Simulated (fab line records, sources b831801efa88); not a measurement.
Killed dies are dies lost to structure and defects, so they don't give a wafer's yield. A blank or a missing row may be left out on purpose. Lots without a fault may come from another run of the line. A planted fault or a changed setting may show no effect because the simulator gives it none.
Chamber matching | flow sky130 | SKY_VIA2_CMP_24 on cmp-01: 4 sister chambers
The step polishes, stops on SiO2, t overpolish 20 s, target thk 0 nm. 4 wafers are shown with their chamber, then 10 later ones without.

WAFERS WITH THEIR CHAMBER
wafer  | chamber | time_to_endpoint_s (s)
L086.6 | 2       | 98
L083.5 | 1       | 97
L090.2 | 3       | 93
L090.3 | 0       | 105

WAFERS WITHOUT THEIR CHAMBER
wafer  | time_to_endpoint_s (s)
L090.5 | 96
L092.1 | 100
L092.2 | 105
L092.5 | 110
L093.2 | 105
L093.3 | 94
L093.4 | 94
L095.1 | 93
L095.3 | 108
L095.5 | 98

WHICH CHAMBER EACH WENT THROUGH
wafer  | from the rows above          | in truth
L090.5 | can't be placed: 1 or 2 or 3 | 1
L092.1 | can't be placed: 2 or 1 or 0 | 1
L092.2 | 0                            | 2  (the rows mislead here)
L092.5 | 0                            | 0
L093.2 | 0                            | 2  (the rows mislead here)
L093.3 | can't be placed: 3 or 1 or 2 | 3
L093.4 | can't be placed: 3 or 1 or 2 | 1
L095.1 | can't be placed: 3 or 1      | 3
L095.3 | 0                            | 0
L095.5 | can't be placed: 2 or 1      | 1
Placed correctly: 2 of 10. Can't be placed from these rows: 6 (the true chamber is among the candidates in 6). Placed wrongly: 2.
How it was worked out, from the rows above alone: a wafer's distance from a chamber is the root of the sum, over the readings, of the square of ((its reading less the chamber's mean) divided by the reading's scatter). The wafer belongs to the nearest chamber; if the next one is less than 2 further off, it can't be placed. A chamber's mean is the mean of its shown wafers. The scatter: with one shown wafer a chamber, the root of the mean of the squares of how far each hidden wafer lies from its nearest shown one.
